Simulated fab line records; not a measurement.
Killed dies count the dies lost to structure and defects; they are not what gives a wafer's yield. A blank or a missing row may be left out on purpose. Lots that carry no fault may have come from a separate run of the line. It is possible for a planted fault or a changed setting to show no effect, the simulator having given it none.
Chamber matching | flow gf180mcu | pecvd-03 running GF_PASSIVATION_CVD_02: 3 sister chambers
The step deposits Si3N4, target thk 700 nm, time 486.18 s. 6 wafers are shown with their chamber, then 10 later ones without.

## EACH WAFER AND ITS CHAMBER
wafer  | chamber | heaterPowerW (W)
L080.6 | 0       | 827
L081.1 | 0       | 781
L081.3 | 1       | 836
L081.4 | 2       | 1077
L083.3 | 2       | 1088
L083.5 | 1       | 912

## WAFERS MISSING THEIR CHAMBER
wafer  | heaterPowerW (W)
L083.6 | 730
L086.2 | 1104
L086.5 | 743
L086.6 | 1109
L088.2 | 835
L088.4 | 873
L088.5 | 904
L091.1 | 861
L091.2 | 1123
L091.3 | 896

## WHICH CHAMBER EACH ONE RAN IN
wafer  | from the rows above     | in truth
L083.6 | can't be placed: 0 or 1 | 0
L086.2 | 2                       | 2
L086.5 | can't be placed: 0 or 1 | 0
L086.6 | 2                       | 2
L088.2 | can't be placed: 0 or 1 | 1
L088.4 | can't be placed: 1 or 0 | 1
L088.5 | can't be placed: 1 or 0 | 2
L091.1 | can't be placed: 1 or 0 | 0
L091.2 | 2                       | 2
L091.3 | can't be placed: 1 or 0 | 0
3 of 10 placed correctly. Cannot be placed on the basis of these rows: 7; the candidates contain the true chamber in 6. Placed wrongly: 0.
How it was worked out, from the rows above alone: a wafer's distance from a chamber is the root of the sum, over the readings, of the square of ((its reading less the chamber's mean) divided by the reading's scatter). If the next closest chamber is less than 2 further off than the closest, the wafer can't be placed; otherwise it belongs to the closest. The mean given for a chamber averages the wafers shown for that chamber. How the scatter is found: for the shown wafers, subtract from each reading the mean of its chamber, square and add these, divide the total by (wafers less chambers), then take the root.
